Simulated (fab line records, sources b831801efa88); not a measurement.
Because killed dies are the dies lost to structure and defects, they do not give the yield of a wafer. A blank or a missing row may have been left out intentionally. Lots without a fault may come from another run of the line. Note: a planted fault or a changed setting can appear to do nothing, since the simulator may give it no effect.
A lot that was struck, set against a sound lot	flow sky130	18 out of 708 route steps
Sound: wafers L930.1, L930.3, L930.6. Wafers L933.1, L933.3, L933.6 were the ones struck. The cause comes at the end.
Per side, at each step with rows, come the tool, then ch with its chambers, and then its first start. Under that, the readings that differ: sound wafers	struck wafers	difference of the means	sigmas: that difference in standard deviations of wafers without a fault.
alike: readings with means less than 2 such deviations apart, plus words and numbers identical on both sides. not compared: withheld readings, readings lacking a value on some wafer, bounds such as >300 that could conceal the same value, and numbers that have no deviation in the record and whose values overlap.
A row with sigmas, a row that says differs or no value, or rows on one side alone: a step with any of these is where the two part. Numbers that have no deviation but don't overlap get no sigmas and don't part them. A reading that every wafer of one side lacks parts them only if that side has two wafers or more.

SKY_POLY_GATE_ETCH_15: etches BARC in N2/H2, stops on SiO2, time 118.5 s, target depth 110 nm.
  sound on rie_diel-02 ch 0,2,3, day 17 04:57; struck on rie_diel-02 ch 0,2,3, day 18 11:24
  alike: drypump_motor_current_A, oes_product_au, throttle_valve_pct
  not compared: rf_hours_counter_h
SKY_POLY_GATE_ETCH_16: etches Si3N4 in CH3F/O2, stops on poly-Si, time 147.5 s, target depth 75 nm.
  sound on rie_diel-02 ch 0,2,3, day 17 05:02; struck on rie_diel-02 ch 0,2,3, day 18 11:29
  alike: drypump_motor_current_A, oes_product_au, throttle_valve_pct
  not compared: rf_hours_counter_h
SKY_POLY_GATE_ETCH_17: etches poly-Si in HBr/Cl2, stops on SiO2, target depth 180 nm, time 70.5 s.
  sound on rie_si-02 ch 0,2,3, day 17 05:08; struck on rie_si-01 ch 0,3, day 18 11:35
  alike: drypump_motor_current_A, oes_product_au, throttle_valve_pct
  not compared: rf_hours_counter_h
SKY_POLY_GATE_STRIP_18: strips in O2/N2.
  sound on plasma_asher-03 ch 0,1, day 17 05:11; struck on plasma_asher-03 ch 1, day 18 11:38
  alike: drypump_motor_current_A, oes_product_au, strip_time_to_endpoint_s
  not compared: rf_hours_counter_h
then, 2 steps without rows for these wafers: SKY_POLY_GATE_CLEAN_19 (cleans in SC1/SC2, time 150 s); SKY_POLY_GATE_OXIDATION_20 (stabilise 600 s, purge 300 s, target thk 4 nm).
SKY_POLY_GATE_THK_MEAS_21:
  sound on film_metro-01, day 17 06:38; struck on film_metro-02, day 18 13:41
  alike: POLY_GATE_OXIDATION_THK
SKY_POLY_GATE_CD_MEAS_22:
  sound on cd_sem-02, day 17 06:42; struck on cd_sem-01, day 18 13:44
  alike: cd_nm
then, 4 steps without rows for these wafers: SKY_LDD_N_DEHYDRATE_00 (time 60 s); SKY_LDD_N_HMDS_01 (prime time 60 s); SKY_LDD_N_COAT_02 (resist thk 300 nm); SKY_LDD_N_SOFTBAKE_03 (time 60 s).
SKY_LDD_N_EXPOSE_04: exposes mask NTM, target cd 840 nm.
  sound on iline_stepper-02 ch 0, day 17 21:56; struck on iline_stepper-01 ch 0, day 19 05:02
reading	sound	struck	difference	sigmas
model.LDD_N.overlay_x_nm (nm)	0.6006 0.6006 0.6006	-73.08 -73.08 -73.08	-73.68	
  alike: mask
then, 2 steps without rows for these wafers: SKY_LDD_N_PEB_05; SKY_LDD_N_DEVELOP_06 (develop time 60 s).
SKY_LDD_N_OVL_MEAS_07:
  sound on overlay-02, day 18 12:23; struck on overlay-01, day 19 20:11
reading	sound	struck	difference	sigmas
LDD_N_OVL (nm)	0.0 1.0 -1.9	-73.8 -73.1 -73.7	-73.2	-52
following that, these wafers have no rows for 1 step: SKY_LDD_N_IMPLANT_08.
SKY_PAD_OPEN_PROBE_99:
  sound wafers here have rows in the record (prober-02, day 46 09:10); struck ones have none

WHERE THEY PART
Last at SKY_PAD_OPEN_PROBE_99 as far as this record goes, first at SKY_LDD_N_OVL_MEAS_07.

WHY: the cause the simulator had injected
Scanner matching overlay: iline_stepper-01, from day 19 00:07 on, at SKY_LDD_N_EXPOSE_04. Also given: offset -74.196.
